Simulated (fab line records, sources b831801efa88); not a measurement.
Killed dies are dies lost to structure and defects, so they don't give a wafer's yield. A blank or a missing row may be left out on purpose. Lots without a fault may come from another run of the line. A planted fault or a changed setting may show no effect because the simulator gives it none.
Which tool did it? | flow sky130 | 13 lots, 37 wafers sampled, at 5 steps of a route of 708

WHAT THE GAUGES READ, wafer by wafer
SKY_POLY_GATE_OVL_MEAS_14. Usual: POLY_GATE_OVL 0 nm, standard deviation 6.7.
lot  | measured     | on         | POLY_GATE_OVL (nm) | flag
L665 | day 16 04:31 | overlay-01 | 14 5 10            |
L667 | day 17 00:39 | overlay-02 | -2 -8 -8           |
L669 | day 17 16:00 | overlay-02 | -10 -5 -3          |
L672 | day 18 14:07 | overlay-02 | 3 8                |
L673 | day 19 05:58 | overlay-01 | 0 -3               |
L679 | day 21 06:25 | overlay-01 | 6 8 0              |
L680 | day 21 16:57 | overlay-02 | -5 -1 8            |
L681 | day 21 23:35 | overlay-02 | 5 3 5              |
L682 | day 22 05:38 | overlay-01 | -4 -6 -5           |
L683 | day 23 08:21 | overlay-01 | 7 2 7              |
L685 | day 23 21:42 | overlay-01 | -15 -7 -1          |
L686 | day 23 22:21 | overlay-02 | 0 6 6              |
L687 | day 24 01:46 | overlay-02 | 6 10 14            |

SKY_SD_N_RS_MEAS_16: measures by four-point-probe. Usual: SD_N_RS 68.62 ohm/sq, standard deviation 0.12.
lot  | measured     | on            | SD_N_RS (ohm/sq)  | flag
L665 | day 27 14:37 | film_metro-03 | 68.52 68.69 68.79 |
L667 | day 28 13:28 | film_metro-04 | 68.34 68.43 68.47 |
L669 | day 29 05:42 | film_metro-04 | 68.47 68.52 68.67 |
L672 | day 30 01:50 | film_metro-03 | 68.65 68.68       |
L673 | day 30 13:50 | film_metro-02 | 68.62 68.63       |
L679 | day 32 06:19 | film_metro-02 | 68.88 68.70 68.77 |
L680 | day 32 16:31 | film_metro-03 | 68.62 68.86 68.62 |
L681 | day 32 20:38 | film_metro-03 | 68.47 68.54 68.63 |
L682 | day 33 06:14 | film_metro-02 | 68.53 68.72 68.72 |
L683 | day 34 04:07 | film_metro-02 | 68.41 68.53 68.45 |
L685 | day 34 13:20 | film_metro-04 | 68.55 68.49 68.73 |
L686 | day 34 15:19 | film_metro-02 | 68.57 68.69 68.56 |
L687 | day 34 18:02 | film_metro-02 | 68.60 68.72 68.61 |

SKY_CONTACT_THK_MEAS_01. Usual: CONTACT_CVD_00_THK 74.9 nm, standard deviation 0.99.
lot  | measured     | on            | CONTACT_CVD_00_THK (nm) | flag
L665 | day 30 02:04 | film_metro-02 | 73.7 75.5 75.7          |
L667 | day 30 23:14 | film_metro-02 | 74.3 74.6 75.1          |
L669 | day 31 15:37 | film_metro-02 | 73.8 75.1 71.1          |
L672 | day 32 09:37 | film_metro-01 | 73.3 71.4               |
L673 | day 32 21:50 | film_metro-02 | 71.8 72.6               |
L679 | day 34 13:17 | film_metro-02 | 74.9 76.3 75.9          |
L680 | day 35 00:52 | film_metro-03 | 76.3 75.2 77.1          |
L681 | day 35 03:58 | film_metro-01 | 73.1 75.8 75.4          |
L682 | day 35 13:34 | film_metro-01 | 74.0 74.0 74.5          |
L683 | day 36 12:16 | film_metro-01 | 73.1 73.8 75.1          |
L685 | day 36 21:32 | film_metro-01 | 73.8 73.9 75.0          |
L686 | day 36 23:39 | film_metro-01 | 74.6 73.8 77.0          |
L687 | day 37 02:46 | film_metro-01 | 75.6 75.1 76.2          |

WHICH TOOL RAN EACH LOT (tool, then ch and the chambers of the sampled wafers, then the start)
lot  | SKY_LOCAL_INTERCONNECT_ETCH_13    | SKY_CONTACT_CVD_00
L665 | rie_metal-04 ch 0,1, day 30 01:17 | pecvd-04 ch 0,1, day 30 02:02
L667 | rie_metal-04 ch 0,1, day 30 22:30 | pecvd-04 ch 0,1, day 30 23:13
L669 | rie_metal-03 ch 0,1, day 31 14:50 | pecvd-04 ch 1,2, day 31 15:35
L672 | rie_metal-04 ch 0,1, day 32 08:51 | pecvd-04 ch 0,2, day 32 09:34
L673 | rie_metal-04 ch 0,1, day 32 21:02 | pecvd-04 ch 0,1, day 32 21:47
L679 | rie_metal-03 ch 0,1, day 34 12:32 | pecvd-02 ch 1,2, day 34 13:15
L680 | rie_metal-01 ch 0,1, day 35 00:05 | pecvd-02 ch 1,2, day 35 00:50
L681 | rie_metal-03 ch 0,1, day 35 03:11 | pecvd-04 ch 0,2, day 35 03:56
L682 | rie_metal-04 ch 0,1, day 35 12:49 | pecvd-04 ch 0,2, day 35 13:32
L683 | rie_metal-04 ch 0,1, day 36 11:24 | pecvd-03 ch 0,2, day 36 12:13
L685 | rie_metal-03 ch 0,1, day 36 20:31 | pecvd-04 ch 0,2, day 36 21:31
L686 | rie_metal-03 ch 0,1, day 36 22:34 | pecvd-02 ch 0,1,2, day 36 23:37
L687 | rie_metal-04 ch 0,1, day 37 01:40 | pecvd-02 ch 0,2, day 37 02:43
- SKY_LOCAL_INTERCONNECT_ETCH_13: etches BARC in N2/H2, stops on SiO2, time 45.9 s, target depth 60 nm.
- SKY_CONTACT_CVD_00: deposits Si3N4, target thk 75 nm.

WHAT THE TOOLS THEMSELVES READ (means of the sampled wafers that have a number; where no wafer has one, the mark that the record gives instead)
SKY_LOCAL_INTERCONNECT_ETCH_13. Usual: drypump_motor_current_A 5.7 A, standard deviation 0.52; oes_product_au 0.853 a.u., standard deviation 0.0045; throttle_valve_pct 13.225 %, standard deviation 0.0084.
lot  | tool         | drypump_motor_current_A (A) | oes_product_au (a.u.) | throttle_valve_pct (%) | flag
L665 | rie_metal-04 | 5.2                         | 0.854                 | 13.227                 |
L667 | rie_metal-04 | 5.2                         | 0.854                 | 13.223                 |
L669 | rie_metal-03 | 5.7                         | 0.850                 | 13.222                 |
L672 | rie_metal-04 | 5.2                         | 0.850                 | 13.222                 |
L673 | rie_metal-04 | 5.2                         | 0.852                 | 13.231                 |
L679 | rie_metal-03 | 5.7                         | 0.852                 | 13.219                 |
L680 | rie_metal-01 | 6.0                         | 0.851                 | 13.225                 |
L681 | rie_metal-03 | 5.7                         | 0.853                 | 13.231                 |
L682 | rie_metal-04 | 5.3                         | 0.853                 | 13.228                 |
L683 | rie_metal-04 | 5.3                         | 0.851                 | 13.217                 |
L685 | rie_metal-03 | 5.7                         | 0.855                 | 13.228                 |
L686 | rie_metal-03 | 6.1                         | 0.855                 | 13.224                 |
L687 | rie_metal-04 | 5.3                         | 0.853                 | 13.234                 |

SKY_CONTACT_CVD_00. Usual: heater_power_w 754 W, standard deviation 100.
lot  | tool     | heater_power_w (W) | flag
L665 | pecvd-04 | 673                |
L667 | pecvd-04 | 717                |
L669 | pecvd-04 | 706                |
L672 | pecvd-04 | 804                |
L673 | pecvd-04 | 683                |
L679 | pecvd-02 | 760                |
L680 | pecvd-02 | 693                |
L681 | pecvd-04 | 807                |
L682 | pecvd-04 | 810                |
L683 | pecvd-03 | 732                |
L685 | pecvd-04 | 849                |
L686 | pecvd-02 | 788                |
L687 | pecvd-02 | 827                |

THE ANSWER, worked out from the rows above alone
Rule: a lot is off if the mean of its wafers that have a number lies more than 3 standard deviations from the usual mean. A lot without any number at a reading at which 4 lots or more have one is off too. The other lots that the step has rows for count as sound. The gauges are gone through in route order, then the tools' own readings, and for those a lot's mean is taken as printed above. The first step at which some lot is off is used, and at that step the reading that is off furthest; a lot without a number counts as furthest.
No lot is off at any reading shown: from this, nothing can be told.

WHAT THE SIMULATOR HAD PUT IN
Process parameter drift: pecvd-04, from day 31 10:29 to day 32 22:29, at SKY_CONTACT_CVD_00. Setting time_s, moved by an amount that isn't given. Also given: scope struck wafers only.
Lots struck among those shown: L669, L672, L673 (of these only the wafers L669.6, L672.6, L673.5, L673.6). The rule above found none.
